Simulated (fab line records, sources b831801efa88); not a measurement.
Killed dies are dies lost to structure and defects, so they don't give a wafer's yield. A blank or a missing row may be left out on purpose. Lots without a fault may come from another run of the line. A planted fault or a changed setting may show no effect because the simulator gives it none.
Split-lot experiment | flow sky130 | 5 lots, 23 wafers read, on a route of 708 steps

THE SPLIT
At SKY_FIELD_ISO_OXIDATION_01 (stabilise 600 s, purge 300 s, target thk 12 nm), the setting temp_c was moved away from the recipe's 900 C on 15 of the 23 wafers read, by -2.5% to -1.2%. The other wafers ran this setting at the recipe's value.

The file shows no step between the split and the reading.

THE READING
FIELD_ISO_OXIDATION_00_THK, in nm, at SKY_FIELD_ISO_THK_MEAS_02. Fault-free wafers of this fab line usually give 11.87 nm, standard deviation 0.26 nm.

wafer  | tool, chamber at the split | temp_c as run, C | against the recipe | FIELD_ISO_OXIDATION_00_THK, nm | against lot-mates on the recipe
L079.1 | -, -                       | 889              | -1.2%              | 10.38                          | no lot-mate on the recipe
L079.2 | -, -                       | 889              | -1.2%              | 10.19                          | no lot-mate on the recipe
L079.3 | -, -                       | 889              | -1.2%              | 10.17                          | no lot-mate on the recipe
L079.4 | -, -                       | 889              | -1.2%              | 10.27                          | no lot-mate on the recipe
L079.6 | -, -                       | 889              | -1.2%              | 10.51                          | no lot-mate on the recipe
L080.1 | -, -                       | 880              | -2.2%              | 9.46                           | no lot-mate on the recipe
L080.2 | -, -                       | 880              | -2.2%              | 9.79                           | no lot-mate on the recipe
L080.4 | -, -                       | 880              | -2.2%              | 9.75                           | no lot-mate on the recipe
L080.5 | -, -                       | 880              | -2.2%              | 9.70                           | no lot-mate on the recipe
L080.6 | -, -                       | 880              | -2.2%              | 9.80                           | no lot-mate on the recipe
L081.1 | furnace-02, 0              | 900              | recipe             | 11.61                          | -
L081.2 | furnace-02, 0              | 900              | recipe             | 11.49                          | -
L081.3 | furnace-02, 0              | 900              | recipe             | 11.63                          | -
L084.2 | -, -                       | 900              | recipe             | 12.20                          | -
L084.3 | -, -                       | 900              | recipe             | 12.03                          | -
L084.4 | -, -                       | 900              | recipe             | 12.19                          | -
L084.5 | -, -                       | 900              | recipe             | 12.09                          | -
L084.6 | -, -                       | 900              | recipe             | 12.01                          | -
L085.1 | -, -                       | 877.5            | -2.5%              | 9.25                           | no lot-mate on the recipe
L085.2 | -, -                       | 877.5            | -2.5%              | 9.25                           | no lot-mate on the recipe
L085.3 | -, -                       | 877.5            | -2.5%              | 9.18                           | no lot-mate on the recipe
L085.5 | -, -                       | 877.5            | -2.5%              | 9.31                           | no lot-mate on the recipe
L085.6 | -, -                       | 877.5            | -2.5%              | 8.98                           | no lot-mate on the recipe

THE FIT
A straight line over all 23 wafers: FIELD_ISO_OXIDATION_00_THK changes by +1.04 nm for each +1% of temp_c; r = +0.98; the points scatter about the line by 0.25 nm.
Too few moved wafers have a lot-mate on the recipe to fit a line with each lot's own level taken away.

THE WHOLE CHAIN: every reading that the file lists as answering this split, in the file's order
step                       | what it does                                   | reading                                                                                | change (the file's fit)              | r (the file's)
SKY_FIELD_ISO_OXIDATION_01 | stabilise 600 s, purge 300 s, target thk 12 nm | SiO2_of_FIELD_ISO_OXIDATION_01.thk_nm (the simulator's own value, which no gauge read) | +1.04 nm for each +1% of the setting | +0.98
SKY_FIELD_ISO_THK_MEAS_02  |                                                | FIELD_ISO_OXIDATION_00_THK                                                             | +1.04 for each +1% of the setting    | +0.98

THE FILE'S OWN FIT
FIELD_ISO_OXIDATION_00_THK changes by +1.04 nm for each +1% of temp_c, r = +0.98.
